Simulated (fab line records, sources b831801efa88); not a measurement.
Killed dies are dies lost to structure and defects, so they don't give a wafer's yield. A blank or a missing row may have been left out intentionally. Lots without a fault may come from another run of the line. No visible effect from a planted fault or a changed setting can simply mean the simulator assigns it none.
A lot that was struck, set against a sound lot | flow gf180mcu | 17 out of 602 route steps
Sound: the wafers L489.1, L489.3, L489.6. Struck: wafers L500.2, L500.5, L500.6. The cause comes at the end.
At each step with rows: each side's tool, then ch and its chambers, then its first start. Under that, the readings that differ: sound wafers | struck wafers | difference of the means | sigmas: that difference in standard deviations of wafers without a fault.
alike: words and numbers the same on both sides, and readings whose means are apart by under 2 such deviations; not compared: readings that were withheld, readings missing a value for some wafer, numbers with overlapping values and no deviation given by the record, and bounds like >300 which may hide the same value.
The two part at a step that has a row with sigmas, a row that says differs or no value, or rows on one side only. When numbers do not overlap yet have no deviation, they are printed without sigmas and do not part them. A reading that every wafer of one side lacks parts them only if that side has two wafers or more.

first, 2 steps without rows for these wafers: GF_HV_LDD_PEB_44; GF_HV_LDD_DEVELOP_45 (develop time 60 s).
GF_HV_LDD_CD_MEAS_46 targets a cd of 400 nm.
  sound on cdSem-02, day 15 01:17; struck on cdSem-01, day 18 10:10
  alike: cdNm
GF_HV_LDD_OVL_MEAS_47:
  sound on overlay-01, day 15 01:24; struck on overlay-02, day 18 10:16
  alike: HV_LDD_03_OVL
then, 1 step without rows for these wafers: GF_HV_LDD_IMPLANT_48.
GF_HV_LDD_STRIP_49: strips in O2/N2.
  sound on plasmaAsher-03 ch 0,1, day 15 01:35; struck on plasmaAsher-03 ch 0,1, day 18 10:27
  alike: chamberPressureMTorr, drypumpMotorCurrentA, heaterPowerW, oesProductAu, stripTimeToEndpointS
  not compared: rfHoursCounterH
GF_HV_LDD_TW_MEAS_50:
  sound on filmMetro-03, day 15 01:41; struck on filmMetro-04, day 18 10:34
reading     | sound       | struck      | difference | sigmas
HV_LDD_4_TW | 557 559 556 | 568 564 570 | +10        | +2
then, 1 step without rows for these wafers: GF_HV_LDD_CLEAN_51 (cleans in SC1/SC2, time 150 s).
GF_HV_LDD_RTA_52: time 10 s.
  sound on rtpAnneal-01 ch 0, day 15 01:48; struck on rtpAnneal-02 ch 0, day 18 10:40
reading          | sound          | struck         | difference | sigmas
lampPowerPct (%) | 35.7 35.7 35.7 | 35.0 35.0 35.0 | -0.7       | -2
  alike: wafer_temp_C_max
GF_HV_LDD_RS_MEAS_53: a four-point-probe measurement.
  sound on filmMetro-01, day 15 01:52; struck on filmMetro-03, day 18 10:45
  alike: HV_LDD_RS
then, 1 step without rows for these wafers: GF_HV_LDD_CVD_54 (deposits SiO2 from TEOS, target thk 10 nm, time 75 s).
GF_HV_LDD_THK_MEAS_55:
  sound on filmMetro-04, day 15 03:00; struck on filmMetro-04, day 18 11:53
  alike: HV_LDD_CVD_54_THK
GF_HV_LDD_CVD_56: deposits Si3N4 from DCS/NH3, target thk 90 nm, time 1543 s.
  sound on lpcvd-02 ch 0, day 15 03:26; struck on lpcvd-02 ch 0, day 18 11:56
reading                                 | sound             | struck            | difference | sigmas
model.Si3N4_of_HV_LDD_CVD_56.thkNm (nm) | 89.08 89.22 89.41 | 98.13 98.37 97.91 | +8.90      | 
  alike: zonePowerBottomPct
GF_HV_LDD_THK_MEAS_57:
  sound on filmMetro-01, day 15 04:52; struck on filmMetro-01, day 18 13:35
reading                | sound          | struck         | difference | sigmas
HV_LDD_CVD_56_THK (nm) | 89.1 89.2 89.4 | 98.1 98.4 97.9 | +8.9       | +10
  not compared: hold
GF_HV_LDD_ETCHBACK_58: etches Si3N4 in CH3F/O2, stops on SiO2, time 100 s, target depth 90 nm.
  sound on rieDiel-02 ch 0,2, day 15 04:56; struck on rieDiel-02 ch 0,3, day 18 15:40
reading                 | sound             | struck                                                                  | difference                   | sigmas
hold                    | - - -             | awaitDispo/2.0h/release awaitDispo/2.0h/release awaitDispo/2.0h/release | no value on the sound wafers | 
oesProductAu (a.u.)     | 0.838 0.836 0.844 | 0.880 0.890 0.883                                                       | +0.045                       | +7
model.etch.depthNm (nm) | 89.08 89.22 89.41 | 98.13 98.37 97.91                                                       | +8.90                        | 
  alike: chamberPressureMTorr, drypumpMotorCurrentA, throttleValvePct
  not compared: rfHoursCounterH
then, 2 steps without rows for these wafers: GF_NSD_DEHYDRATE_00 (time 60 s); GF_PASSIVATION_PROBE_99.

## WHERE THEY PART
First at GF_HV_LDD_TW_MEAS_50; last, within this record, at GF_HV_LDD_ETCHBACK_58.

WHY: the cause the simulator had injected
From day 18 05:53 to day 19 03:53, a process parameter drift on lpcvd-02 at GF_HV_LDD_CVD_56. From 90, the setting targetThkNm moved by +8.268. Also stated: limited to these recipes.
